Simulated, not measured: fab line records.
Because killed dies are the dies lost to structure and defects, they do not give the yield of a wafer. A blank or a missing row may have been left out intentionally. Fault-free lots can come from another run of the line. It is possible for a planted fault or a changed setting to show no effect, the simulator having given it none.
Chamber matching | flow sky130 | SKY_CONTACT_CMP_04 on cmp-01 has 4 sister chambers
The step polishes SiO2. 4 wafers are shown with their chamber, then 7 later ones without.

## WAFERS PAIRED WITH THEIR CHAMBERS
wafer  | chamber | motor-current-A (A)
L777.1 | 2       | 11.0
L777.2 | 0       | 11.6
L780.1 | 1       | 10.7
L780.2 | 3       | 13.6

## WAFERS WITHOUT THEIR CHAMBER
wafer  | motor-current-A (A)
L780.4 | 11.4
L781.4 | 14.5
L781.5 | 11.7
L781.6 | 13.8
L783.1 | 11.4
L783.4 | 10.4
L783.5 | 11.5

## WHICH CHAMBER EACH ONE RAN IN
wafer  | from the rows above          | in truth
L780.4 | can't be placed: 0 or 2 or 1 | 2
L781.4 | 3                            | 3
L781.5 | can't be placed: 0 or 2      | 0
L781.6 | 3                            | 3
L783.1 | can't be placed: 0 or 2 or 1 | 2
L783.4 | can't be placed: 1 or 2      | 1
L783.5 | can't be placed: 0 or 2 or 1 | 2
2 of 7 placed correctly. Cannot be placed on the basis of these rows: 5; the candidates contain the true chamber in 5. Placed wrongly: 0.
How it was worked out, from the rows above alone: a wafer's distance from a chamber is the root of the sum, over the readings, of the square of ((its reading less the chamber's mean) divided by the reading's scatter). If the next closest chamber is less than 2 further off than the closest, the wafer can't be placed; otherwise it belongs to the closest. The mean given for a chamber averages the wafers shown for that chamber. The scatter: root of mean squared gap, hidden wafer to nearest shown wafer, with one shown wafer a chamber.
